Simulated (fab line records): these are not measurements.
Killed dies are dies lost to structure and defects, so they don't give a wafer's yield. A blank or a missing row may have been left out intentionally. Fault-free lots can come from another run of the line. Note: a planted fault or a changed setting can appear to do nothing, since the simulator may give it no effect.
Comparing a struck lot with a sound one ; flow gf180mcu ; 15 out of 602 route steps
Sound: wafers L301.2, L301.4, L301.6. Struck: wafer L292.1. (L292.5, L292.6 of the same lot were not struck and are left out.) The cause comes at the end.
Per side, at each step with rows, come the tool, then ch with its chambers, and then its first start. Under that, the readings that differ: sound wafers ; struck wafers ; difference of the means ; sigmas: that difference in standard deviations of wafers without a fault.
alike: same words and numbers on both sides, and readings whose means sit less than 2 such deviations apart. not compared: any withheld reading, any reading some wafer has no value for, any bound like >300 that may hide the same value, and any number with overlapping values for which the record gives no deviation.
A row with sigmas, a row that says differs or no value, or rows on one side alone: a step with any of these is where the two part. When numbers do not overlap yet have no deviation, they are printed without sigmas and do not part them. A reading missing from all wafers of one side parts the sides only when that side holds two or more wafers.

GF_MIM_STRIP_20: strips in O2/N2.
  sound on plasma asher-04 ch 0,1, day 31 01:10; struck on plasma asher-03 ch 1, day 28 06:35
reading;sound;struck;difference;sigmas
heater power w (W);322 272 271;374;+86;+2
oes product au (a.u.);0.684 0.686 0.695;0.700;+0.012;+3
  alike: drypump motor current A, strip time to endpoint s
  not compared: rf hours counter h
then, 9 steps without rows for these wafers: GF_MIM_STRIP_21 (strips in post etch residue remover, time 1200 s); GF_MIM_CLEAN_22 (cleans in DIW); GF_M5_DEHYDRATE_00 (time 60 s); GF_M5_HMDS_01 (prime time 60 s); GF_M5_COAT_02 (resist thk 1000 nm); GF_M5_SOFTBAKE_03 (time 60 s); GF_M5_EXPOSE_04 (exposes mask Metal5, target cd 280 nm); GF_M5_PEB_05 (peb time 90 s); GF_M5_DEVELOP_06 (develop time 60 s).
GF_M5_CD_MEAS_07 targets a cd of 280 nm.
  struck on cd sem-02, day 29 02:35; sound on cd sem-01, day 31 18:56
  alike: cd nm
GF_M5_OVL_MEAS_08:
  struck on overlay-01, day 29 02:42; sound on overlay-02, day 31 19:03
  alike: M5_OVL
GF_M5_ETCH_09: etches Si3N4 in CF4/O2, target depth 52 nm, time 11.6 s.
  sound on rie diel-03 ch 2,3, day 31 19:05; struck on rie diel-04 ch 1, day 29 02:44
reading;sound;struck;difference;sigmas
model.etch.depth nm (nm);49.64 51.73 49.75;37.32;-13.05;
model.KrF_of_M5_COAT_02.thk nm (nm);954.5 950.1 952.8;960.6;+8.1;
  alike: cf4 flow sccm, drypump motor current A, oes product au, throttle valve pct
  not compared: bias w, rf hours counter h
GF_M5_METAL_ETCH_10: etches the open film in Cl2/BCl3, stops on SiO2, target depth 750.8 nm, time 125.1 s.
  sound on rie metal-01 ch 1, day 31 19:06; struck on rie metal-03 ch 1, day 29 02:46
reading;sound;struck;difference;sigmas
model.KrF_of_M5_COAT_02.thk nm (nm);659.7 653.6 657.4;662.8;+5.9;
  alike: bias w, drypump motor current A, oes product au, throttle valve pct
  not compared: rf hours counter h
GF_M5_STRIP_11: strips in O2/N2.
  sound on plasma asher-04 ch 0,1, day 31 19:14; struck on plasma asher-01 ch 1, day 29 02:53
reading;sound;struck;difference;sigmas
drypump motor current A (A);5.4 5.9 5.8;6.4;+0.7;+2
oes product au (a.u.);0.520 0.521 0.522;0.535;+0.014;+3
  alike: heater power w, strip time to endpoint s
  not compared: rf hours counter h

== WHERE THEY PART ==
First at GF_MIM_STRIP_20; last, within this record, at GF_M5_STRIP_11.

WHY: what had been put in by the simulator
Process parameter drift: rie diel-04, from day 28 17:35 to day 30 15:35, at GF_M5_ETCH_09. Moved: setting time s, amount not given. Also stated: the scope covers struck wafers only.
